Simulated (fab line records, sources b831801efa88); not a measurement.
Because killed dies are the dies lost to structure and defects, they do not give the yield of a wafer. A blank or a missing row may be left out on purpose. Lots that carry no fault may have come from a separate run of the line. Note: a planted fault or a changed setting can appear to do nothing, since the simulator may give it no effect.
One fault seen from 2 desks    flow sky130    every desk sees just its own numbers, and what lay behind them comes last

AT THE METROLOGY DESK
Means of the sampled wafers that have a number, per lot and without regard to the tool the lot ran on: this is what the gauges read. If a lot's mean is further than 4 standard deviations from the usual mean, the lot is out of limits and carries the mark OUT (the distance appears in the brackets). It has 8 readings; the 7 that lie furthest out on some lot are the ones shown.
Columns: A = PWDE_OVL at SKY_PWDE_OVL_MEAS_07, usual 0.1 nm; B = PWDE_TW at SKY_PWDE_TW_MEAS_10, usual 375.6; C = NWELL_00_OVL at SKY_NWELL_OVL_MEAS_10, usual 0.1 nm; D = NWELL_TW at SKY_NWELL_TW_MEAS_15, usual 1828; E = NWELL_2_TW at SKY_NWELL_TW_MEAS_26, usual 498; F = NWELL_RS at SKY_NWELL_RS_MEAS_29, usual 625.4 ohm/sq; G = PWDE_RS at SKY_NWELL_RS_MEAS_31, usual 5286 ohm/sq
lot   first seen here  A     B      C     D     E    F      G
L508  day 3 23:31      0.2   373.8  1.1   1836  496  627.0  5283
L511  day 4 14:54      -0.3  375.8  1.2   1820  500  625.3  5310
L513  day 5 02:15      -0.3  377.3  1.9   1844  500  623.9  5276
L516  day 6 08:13      -0.7  374.7  1.6   1836  496  627.4  5298
L523  day 7 09:09      1.1   371.6  -1.1  1812  502  628.2  5256
L525  day 7 19:47      -2.1  370.5  -1.1  1811  497  623.8  5281
This desk found nothing out of limits on any of the 6 lots.

THE TOOL OWNER'S DESK: iline stepper-02
The tool's own readings at SKY_NWELL_EXPOSE_07 (exposes mask NWM, target cd 840 nm): means of the sampled wafers that have a number, for each lot that ran on this tool. If a lot's mean is further than 4 standard deviations from the usual mean, the lot is out of limits and carries the mark OUT (the distance appears in the brackets).
Columns: A = focus offset nm at SKY_NWELL_EXPOSE_07, usual 0.0 nm; B = reticle temp C at SKY_NWELL_EXPOSE_07, usual 22.98 C
lot   first seen here  A     B
L508  day 4 08:26      0.2   23.09
L523  day 7 19:39      -0.3  22.98
L525  day 8 06:55      -0.2  22.92
This desk found nothing out of limits on any of the 3 lots.

TAKEN TOGETHER
Nothing out of limits was seen by the metrology desk.
Nothing out of limits was seen by the tool owner's desk.

WHAT HAD BEEN PUT IN BY THE SIMULATOR
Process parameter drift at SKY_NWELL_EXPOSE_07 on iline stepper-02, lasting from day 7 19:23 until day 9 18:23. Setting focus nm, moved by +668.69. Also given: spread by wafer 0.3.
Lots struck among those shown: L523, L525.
